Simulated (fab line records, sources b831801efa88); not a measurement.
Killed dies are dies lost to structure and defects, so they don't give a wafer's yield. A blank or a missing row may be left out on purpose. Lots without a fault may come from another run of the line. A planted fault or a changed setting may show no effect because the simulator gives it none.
Chamber matching | flow gf180mcu | GF_CONTACT_ETCH_16 on rie_diel-01: 4 sister chambers
The step etches BARC in N2/H2. 14 wafers are shown with their chamber, then 7 later ones without.

WAFERS WITH THEIR CHAMBER
wafer  | chamber | drypump_motor_current_A (A) | oes_product_au (a.u.) | throttle_valve_pct (%)
L201.2 | 2       | 5.1                         | 0.853                 | 13.215
L201.3 | 1       | 5.5                         | 0.859                 | 13.237
L201.4 | 0       | 5.9                         | 0.853                 | 13.226
L202.3 | 3       | 6.0                         | 0.854                 | 13.220
L202.4 | 2       | 5.1                         | 0.851                 | 13.218
L202.5 | 0       | 5.8                         | 0.849                 | 13.228
L203.3 | 2       | 5.2                         | 0.854                 | 13.232
L203.5 | 3       | 6.0                         | 0.850                 | 13.226
L203.6 | 0       | 5.8                         | 0.849                 | 13.230
L204.1 | 2       | 5.1                         | 0.856                 | 13.238
L204.2 | 3       | 6.0                         | 0.854                 | 13.235
L204.3 | 0       | 5.8                         | 0.854                 | 13.224
L207.2 | 1       | 5.5                         | 0.847                 | 13.213
L207.4 | 2       | 5.2                         | 0.849                 | 13.230

SIGNATURES (means of the wafers above)
reading                 | chamber 0 | chamber 1 | chamber 2 | chamber 3 | scatter within a chamber
drypump_motor_current_A | 5.825     | 5.500     | 5.140     | 6.000     | 0.0442
oes_product_au          | 0.85125   | 0.85300   | 0.85260   | 0.85267   | 0.00364
throttle_valve_pct      | 13.22700  | 13.22500  | 13.22660  | 13.22700  | 0.00895
Rule: a wafer's distance from a chamber is the root of the sum, over the readings, of the square of ((its reading less the chamber's mean) divided by the reading's scatter). The wafer belongs to the nearest chamber; if the next one is less than 2 further off, it can't be placed. The scatter: the root of (the sum of the squares of (reading less its chamber's mean) over the shown wafers, divided by (wafers less chambers)).

WAFERS WITHOUT THEIR CHAMBER
wafer  | drypump_motor_current_A (A) | oes_product_au (a.u.) | throttle_valve_pct (%)
L207.5 | 5.2                         | 0.843                 | 13.222
L216.2 | 5.2                         | 0.850                 | 13.240
L216.4 | 5.8                         | 0.849                 | 13.220
L216.6 | 6.0                         | 0.849                 | 13.221
L224.2 | 5.5                         | 0.860                 | 13.230
L224.3 | 5.2                         | 0.859                 | 13.204
L224.4 | 5.8                         | 0.849                 | 13.212

WHICH CHAMBER EACH WENT THROUGH
wafer  | from the rows above | in truth
L207.5 | 2                   | 2
L216.2 | 2                   | 2
L216.4 | 0                   | 0
L216.6 | 3                   | 3
L224.2 | 1                   | 1
L224.3 | 2                   | 2
L224.4 | 0                   | 0
Placed correctly: 7 of 7. Can't be placed from these rows: 0. Placed wrongly: 0.
